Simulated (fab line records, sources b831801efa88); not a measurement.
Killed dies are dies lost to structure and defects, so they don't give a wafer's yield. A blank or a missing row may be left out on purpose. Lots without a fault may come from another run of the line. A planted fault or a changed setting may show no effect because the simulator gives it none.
Which tool did it? | flow sky130 | 6 lots, 18 wafers sampled, at 2 steps of a route of 708

WHAT THE GAUGES READ, wafer by wafer
SKY_LDD_P_TW_MEAS_11.
lot  | measured     | on            | LDD_P_TW
L336 | day 19 12:15 | film_metro-01 | 631 636 636
L338 | day 19 22:56 | film_metro-01 | 631 631 632
L341 | day 22 11:28 | film_metro-01 | 633 635 636
L347 | day 24 15:49 | film_metro-01 | 635 632 631
L353 | day 26 04:09 | film_metro-02 | 630 632 630
L354 | day 26 14:56 | film_metro-01 | 637 632 640

WHICH TOOL RAN EACH LOT (tool, then ch and the chambers of the sampled wafers, then the start)
lot  | SKY_LDD_P_IMPLANT_09
L336 | implanter-04 ch 0, day 19 12:00
L338 | implanter-04 ch 0, day 19 22:41
L341 | implanter-01 ch 0, day 22 11:15
L347 | implanter-01 ch 0, day 24 15:34
L353 | implanter-04 ch 0, day 26 03:55
L354 | implanter-04 ch 0, day 26 14:43
- SKY_LDD_P_IMPLANT_09

THE ANSWER, worked out from the rows above alone
Rule: what is usual is taken from the lots themselves. Put in order of their means at a reading, lots are off if they are a third of the lots or fewer, leave a main group of 4 or more, and stand apart from it by a gap of 3 or more times the standard deviation of the main group's means; of several such gaps the widest counts. A main group whose means are all the same, to the digits that the tables above print for the reading, isn't used. A lot without any number at a reading at which 4 lots or more have one is off too. The other lots that the step has rows for count as sound.
No lot is off at any reading shown: from this, nothing can be told.

WHAT THE SIMULATOR HAD PUT IN
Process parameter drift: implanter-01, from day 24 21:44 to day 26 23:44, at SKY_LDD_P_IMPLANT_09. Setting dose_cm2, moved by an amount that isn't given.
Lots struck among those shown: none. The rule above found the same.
